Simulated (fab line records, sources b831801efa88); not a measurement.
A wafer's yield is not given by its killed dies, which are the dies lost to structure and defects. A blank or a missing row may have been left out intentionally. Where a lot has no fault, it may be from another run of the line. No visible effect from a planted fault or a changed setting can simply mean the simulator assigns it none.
Which tool is to blame? + flow sky130 + 24 lots with 72 wafers sampled at 3 steps, on a route of 708 steps

## WHAT THE GAUGES SHOWED, per wafer
SKY_FIELD_ISO_THK_MEAS_02.
| lot  | measured    | on            | FIELD_ISO_OXIDATION_00_THK (nm) |
|------|-------------|---------------|---------------------------------|
| L074 | day 1 12:05 | film metro-01 | 12.05 12.21 12.21               |
| L075 | day 1 17:46 | film metro-04 | 12.24 12.34 12.52               |
| L076 | day 1 22:09 | film metro-03 | 12.04 12.00 11.96               |
| L077 | day 2 03:43 | film metro-03 | 12.21 11.97 12.05               |
| L078 | day 2 07:38 | film metro-01 | 12.06 12.08 12.26               |
| L079 | day 2 13:04 | film metro-04 | 12.36 12.50 12.36               |
| L080 | day 2 17:41 | film metro-01 | 12.51 12.48 12.40               |
| L081 | day 3 00:59 | film metro-04 | 12.12 12.20 12.39               |
| L082 | day 3 03:39 | film metro-01 | 12.13 12.14 12.21               |
| L083 | day 3 09:17 | film metro-04 | 11.83 11.84 11.93               |
| L084 | day 3 15:03 | film metro-04 | 11.88 11.96 12.09               |
| L085 | day 3 19:30 | film metro-04 | 12.10 12.12 12.34               |
| L086 | day 4 00:07 | film metro-04 | 12.02 11.98 12.36               |
| L087 | day 4 04:38 | film metro-03 | 12.04 12.40 12.06               |
| L088 | day 4 10:25 | film metro-01 | 12.15 12.21 12.16               |
| L089 | day 4 17:31 | film metro-04 | 12.10 12.06 12.40               |
| L090 | day 4 23:02 | film metro-04 | 11.94 11.79 12.07               |
| L091 | day 5 02:28 | film metro-03 | 12.05 12.02 11.95               |
| L092 | day 5 06:55 | film metro-01 | 11.97 11.84 12.08               |
| L093 | day 5 11:28 | film metro-04 | 12.23 12.51 12.17               |
| L094 | day 5 16:23 | film metro-04 | 12.07 12.02 12.13               |
| L095 | day 5 20:38 | film metro-03 | 12.05 11.93 11.94               |
| L096 | day 6 02:09 | film metro-03 | 12.01 12.11 12.15               |
| L097 | day 6 08:44 | film metro-04 | 12.70 12.43 12.49               |

SKY_VT_ADJUST_NCORE_OVL_MEAS_08.
| lot  | measured     | on         | VT_ADJUST_NCORE_OVL (nm) |
|------|--------------|------------|--------------------------|
| L074 | day 8 08:22  | overlay-02 | -1.9 -2.2 -1.9           |
| L075 | day 8 19:03  | overlay-02 | -1.0 3.4 3.6             |
| L076 | day 8 23:10  | overlay-01 | -0.1 1.2 -1.7            |
| L077 | day 9 14:16  | overlay-01 | 1.9 2.2 3.5              |
| L078 | day 9 18:30  | overlay-01 | 0.2 2.6 1.8              |
| L079 | day 10 03:34 | overlay-01 | -0.3 -1.6 -0.1           |
| L080 | day 10 09:22 | overlay-01 | 0.4 -0.9 -1.5            |
| L081 | day 10 14:25 | overlay-02 | 3.2 2.2 1.9              |
| L082 | day 10 23:34 | overlay-02 | -2.5 -0.4 -1.8           |
| L083 | day 11 17:42 | overlay-01 | 0.6 -0.3 0.1             |
| L084 | day 11 21:49 | overlay-02 | 0.5 0.2 1.3              |
| L085 | day 12 06:07 | overlay-01 | -1.3 -0.7 -1.0           |
| L086 | day 12 05:10 | overlay-01 | -0.7 0.8 0.8             |
| L087 | day 12 10:04 | overlay-01 | -1.1 -1.6 -2.7           |
| L088 | day 12 15:56 | overlay-01 | -1.5 -2.4 -0.7           |
| L089 | day 13 01:49 | overlay-01 | -2.0 -2.9 -0.2           |
| L090 | day 13 10:31 | overlay-01 | -1.7 -0.2 -1.4           |
| L091 | day 13 15:51 | overlay-02 | -1.8 -1.3 1.0            |
| L092 | day 13 19:21 | overlay-02 | -1.5 -0.3 -1.2           |
| L093 | day 14 10:16 | overlay-01 | -0.2 1.0 1.7             |
| L094 | day 14 15:35 | overlay-01 | -0.8 -2.6 -1.9           |
| L095 | day 14 22:21 | overlay-02 | -1.4 -2.9 -5.4           |
| L096 | day 15 03:45 | overlay-01 | -2.7 -2.9 -2.2           |
| L097 | day 15 08:34 | overlay-01 | 0.2 -2.1 -2.7            |

SKY_CAPM_OVL_MEAS_12.
| lot  | measured     | on         | CAPM_OVL (nm)  |
|------|--------------|------------|----------------|
| L074 | day 37 02:21 | overlay-01 | 1.7 1.0 2.1    |
| L075 | day 37 21:53 | overlay-02 | -0.1 -1.4 0.1  |
| L076 | day 37 23:44 | overlay-01 | -0.9 -3.5 -2.8 |
| L077 | day 38 21:05 | overlay-02 | -1.7 -2.5 -1.8 |
| L078 | day 39 01:14 | overlay-02 | -0.3 -1.2 -2.2 |
| L079 | day 39 19:39 | overlay-01 | -2.6 -0.5 -1.2 |
| L080 | day 39 16:41 | overlay-01 | -1.7 -1.6 -0.7 |
| L081 | day 39 18:23 | overlay-02 | -0.4 -0.2 -1.8 |
| L082 | day 40 05:57 | overlay-01 | -0.6 0.2 0.0   |
| L083 | day 41 04:14 | overlay-02 | -0.7 1.3 2.5   |
| L084 | day 41 01:41 | overlay-02 | -1.3 -1.9 0.7  |
| L085 | day 41 12:30 | overlay-02 | -0.1 1.2 0.3   |
| L086 | day 41 10:53 | overlay-02 | 1.3 -1.5 0.3   |
| L087 | day 41 10:14 | overlay-02 | -0.6 -1.1 0.1  |
| L088 | day 41 14:52 | overlay-02 | -0.2 -1.1 1.0  |
| L089 | day 42 02:29 | overlay-01 | 0.5 -2.6 -1.7  |
| L090 | day 42 05:11 | overlay-02 | 2.3 3.7 0.9    |
| L091 | day 42 13:56 | overlay-02 | 1.2 0.1 -0.3   |
| L092 | day 42 15:02 | overlay-02 | -1.1 1.3 1.5   |
| L093 | day 43 07:47 | overlay-02 | 2.1 2.3 0.3    |
| L094 | day 43 10:47 | overlay-02 | -0.1 2.0 0.6   |
| L095 | day 43 16:29 | overlay-02 | 1.3 -0.4 -0.4  |
| L096 | day 43 23:32 | overlay-02 | 1.1 2.1 2.4    |
| L097 | day 44 02:20 | overlay-02 | -0.5 -0.8 -1.3 |

## WHAT TOOL EACH LOT RAN ON (gives the tool, then ch and the chambers of the sampled wafers, and finally the start)
No process step before these readings appears in the record.

## AS READ BY THE TOOLS THEMSELVES (means over the sampled wafers that have a number; for cases with no such wafer, the mark the record gives instead)
The record holds no such reading with a usual standard deviation.

## THE ANSWER, worked out from the rows above alone
Rule: what is usual is taken from the lots themselves. Put in order of their means at a reading, lots are off if they are a third of the lots or fewer, leave a main group of 4 or more, and stand apart from it by a gap of 3 or more times the standard deviation of the main group's means; of several such gaps the widest counts. A main group whose means are all the same, to the digits that the tables above print for the reading, isn't used. Also off: a lot with no number at a reading for which 4 or more lots have one. The other lots that the step has rows for count as sound. The gauges are gone through in route order, then the tools' own readings, and for those a lot's mean is taken as printed above. The first step at which some lot is off is used, and at that step the reading that is off furthest; a lot without a number counts as furthest.
Across all readings shown, no lot is off: no conclusion can be drawn from this.

## WHAT THE SIMULATOR HAD INSERTED
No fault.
